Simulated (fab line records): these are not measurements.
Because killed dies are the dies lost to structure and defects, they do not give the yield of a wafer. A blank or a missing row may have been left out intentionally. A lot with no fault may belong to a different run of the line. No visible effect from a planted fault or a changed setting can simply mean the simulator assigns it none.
One fault seen from 2 desks :: flow sky130 :: each desk has only its own numbers; what lay behind them comes last

== AT THE METROLOGY DESK ==
What the gauges read, lot by lot, whatever tool the lot ran on: means of the sampled wafers that have a number. The brackets show how far a lot's mean lies from the usual mean; more than 4 standard deviations puts the lot out of limits, marked OUT.
Columns: A = VT_ADJUST_NCORE_TW at SKY_VT_ADJUST_NCORE_TW_MEAS_11, usual 220.4; B = cd-nm at SKY_SONOS_TUNNEL_CD_MEAS_07, usual 409.7 nm; C = SONOS_TUNNEL_TW at SKY_SONOS_TUNNEL_TW_MEAS_12, usual 196.8; D = GATE_OXIDE_OXIDATION_00_THK at SKY_GATE_OXIDE_THK_MEAS_02, usual 10.34 nm
lot: L691
first seen here: day 8 08:31
A: 221.4
B: 409.3
C: 199.9
D: 10.37

lot: L692
first seen here: day 8 20:55
A: 221.2
B: 410.4
C: 194.4
D: 10.57

lot: L693
first seen here: day 9 02:29
A: 219.0
B: 410.2
C: 193.3
D: 10.10

lot: L695
first seen here: day 9 15:35
A: 219.0
B: 407.9
C: 196.9
D: 10.32

lot: L697
first seen here: day 10 09:04
A: 218.1
B: 410.1
C: 199.7
D: 10.07

lot: L698
first seen here: day 10 14:58
A: 219.8
B: 407.0
C: 199.4
D: 10.40

lot: L699
first seen here: day 10 22:10
A: 221.3
B: 404.7
C: 197.0
D: 10.62

lot: L703
first seen here: day 12 02:25
A: 219.1
B: 413.3
C: 195.3
D: 8.70 (-8.2) OUT

lot: L705
first seen here: day 12 14:08
A: 222.0
B: 411.3
C: 198.7
D: 8.98 (-6.8) OUT

lot: L708
first seen here: day 13 10:56
A: 219.3
B: 411.8
C: 196.7
D: 10.33

lot: L711
first seen here: day 14 07:23
A: 221.0
B: 411.2
C: 197.4
D: 10.36

lot: L712
first seen here: day 14 16:47
A: 221.0
B: 411.1
C: 196.0
D: 10.10

lot: L713
first seen here: day 14 21:07
A: 219.9
B: 406.1
C: 198.6
D: 10.19
This desk finds L703, L705 out of limits, with the earliest case on L703 at day 16 19:08 (GATE_OXIDE_OXIDATION_00_THK at SKY_GATE_OXIDE_THK_MEAS_02). Within limits: L691, L692, L693, L695, L697, L698, L699, L708, L711, L712, L713.

== DESK OF THE TOOL OWNER: furnace-01 ==
The tool's own readings at SKY_GATE_OXIDE_OXIDATION_01 (stabilise 600 s, purge 300 s, target thk 10.268 nm): means of the sampled wafers that have a number, for each lot that ran on this tool. The brackets show how far a lot's mean lies from the usual mean; more than 4 standard deviations puts the lot out of limits, marked OUT.
Columns: A = spike-tc-centre-C at SKY_GATE_OXIDE_OXIDATION_01, usual 899.7 C; B = zone-power-centre-pct at SKY_GATE_OXIDE_OXIDATION_01, usual 16.5 %
lot: L691
first seen here: day 12 10:41
A: 898.0
B: 18.0

lot: L698
first seen here: day 14 22:13
A: 898.7
B: 17.8

lot: L699
first seen here: day 15 10:38
A: 898.9
B: 18.0

lot: L703
first seen here: day 16 17:43
A: 898.2
B: 17.7

lot: L705
first seen here: day 17 09:31
A: 898.8
B: 17.9

lot: L713
first seen here: day 20 00:05
A: 898.0
B: 17.8
This desk's verdict: no lot among the 6 shows anything out of limits.

== BROUGHT TOGETHER ==
An alarm was possible from the metrology desk at day 16 19:08, on L703, L705.
Nothing out of limits was seen by the tool owner's desk.
On record at the tool owner's desk: L703, L705, within its limits.
On furnace-01, each named lot ran SKY_GATE_OXIDE_OXIDATION_01.

== WHAT THE SIMULATOR HAD INSERTED ==
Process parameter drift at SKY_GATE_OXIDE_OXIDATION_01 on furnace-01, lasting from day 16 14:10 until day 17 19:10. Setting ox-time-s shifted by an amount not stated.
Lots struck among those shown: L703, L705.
Time in hours between the start of the fault and the first out-of-limits reading at each desk: metrology desk, 5.
